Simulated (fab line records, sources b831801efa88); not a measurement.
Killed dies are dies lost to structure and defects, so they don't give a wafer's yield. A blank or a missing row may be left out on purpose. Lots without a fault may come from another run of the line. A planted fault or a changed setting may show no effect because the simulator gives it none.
A struck lot beside a sound one | flow sky130 | 16 steps out of a route of 708
Sound: wafers L244.1, L244.3, L244.6. Struck: wafers L247.1, L247.3, L247.5. The cause comes at the end.
At each step with rows: each side's tool, then ch and its chambers, then its first start. Under that, the readings that differ: sound wafers | struck wafers | difference of the means | sigmas: that difference in standard deviations of wafers without a fault.
alike: readings whose means differ by less than 2 such deviations, and words and numbers that are the same on both sides. not compared: withheld readings, readings that some wafer has no value for, bounds like >300 that may hide the same value, and numbers for which the record gives no deviation and whose values overlap.
The two part at a step that has a row with sigmas, a row that says differs or no value, or rows on one side only. Numbers that don't overlap but have no deviation are shown without sigmas and don't part them. A reading that every wafer of one side lacks parts them only if that side has two wafers or more.

first, 3 steps without rows for these wafers: SKY_VIA1_EXPOSE_09 (exposes mask VIM, target cd 150 nm); SKY_VIA1_PEB_10; SKY_VIA1_DEVELOP_11 (develop time 60 s).
SKY_VIA1_CD_MEAS_12: target cd 150 nm.
  sound on cd_sem-02, day 33 22:21; struck on cd_sem-01, day 35 05:04
  alike: cd_nm
SKY_VIA1_OVL_MEAS_13:
  sound on overlay-02, day 33 22:28; struck on overlay-02, day 35 05:11
  alike: VIA1_OVL
SKY_VIA1_ETCH_14: etches BARC in N2/H2, stops on SiO2, time 45.9 s, target depth 60 nm.
  sound on rie_diel-04 ch 0,1,2, day 33 22:31; struck on rie_diel-01 ch 0,2,3, day 35 05:13
  alike: chamber_pressure_mTorr, drypump_motor_current_A, oes_product_au, throttle_valve_pct
  not compared: rf_hours_counter_h
SKY_VIA1_ETCH_15: etches SiO2 in C4F8/O2/Ar, stops on TiN, target depth 351 nm, time 54 s.
  sound on rie_diel-04 ch 0,1,2, day 33 22:33; struck on rie_diel-01 ch 0,2,3, day 35 05:16
  alike: chamber_pressure_mTorr, oes_product_au
  not compared: rf_hours_counter_h
SKY_VIA1_STRIP_16: strips in O2/N2.
  sound on plasma_asher-01 ch 1, day 33 22:36; struck on plasma_asher-04 ch 0,1, day 35 05:19
  alike: chamber_pressure_mTorr, drypump_motor_current_A, oes_product_au, strip_time_to_endpoint_s
  not compared: rf_hours_counter_h
then, 3 steps without rows for these wafers: SKY_VIA1_STRIP_17 (strips in post etch residue remover, time 1200 s); SKY_VIA1_CLEAN_18 (cleans in IPA, time 180 s); SKY_VIA1_CLEAN_19 (cleans in O3/DIW).
SKY_VIA1_SPUTTER_20: material TiN, target thk 20 nm, time 80 s.
  sound on pvd_sputter-02, day 33 23:11; struck on pvd_sputter-02, day 35 05:56
  alike: chamber_pressure_pa, throttle_valve_pct
SKY_VIA1_CVD_21: deposits W, target thk 270 nm, time 80.902 s.
  sound on cvd_w-01 ch 0, day 33 23:15; struck on cvd_w-02 ch 0,1, day 35 06:00
  reading                            | sound         | struck            | difference | sigmas
  model.W_of_VIA1_CVD_21.thk_nm (nm) | 279.1 277 277 | 248.1 248.4 249.6 | -29.0      |
  alike: heater_power_w
SKY_VIA1_RS_MEAS_22: measures by four-point-probe.
  sound on film_metro-02, day 33 23:20; struck on film_metro-04, day 35 06:06
  reading            | sound             | struck            | difference | sigmas
  VIA1_W_RS (ohm/sq) | 0.410 0.415 0.414 | 0.464 0.464 0.461 | +0.050     | +6
SKY_VIA1_THK_MEAS_23: measures by xrf.
  sound on film_metro-02, day 33 23:28; struck on film_metro-04, day 35 06:13
  reading         | sound       | struck      | difference | sigmas
  VIA1_W_THK (nm) | 275 275 275 | 249 248 249 | -26        | -5
SKY_VIA1_CMP_24: polishes, stops on SiO2, t overpolish 15 s, target thk 0 nm.
  sound on cmp-02 ch 1,2, day 33 23:34; struck on cmp-02 ch 1,2,3, day 35 06:20
  alike: motor_current_A, retaining_ring_pressure_frac

WHERE THEY PART
First at SKY_VIA1_RS_MEAS_22; last, within this record, at SKY_VIA1_THK_MEAS_23. Later steps at which nothing parts them and some readings are alike: SKY_VIA1_CMP_24.

WHY: what the simulator had put in
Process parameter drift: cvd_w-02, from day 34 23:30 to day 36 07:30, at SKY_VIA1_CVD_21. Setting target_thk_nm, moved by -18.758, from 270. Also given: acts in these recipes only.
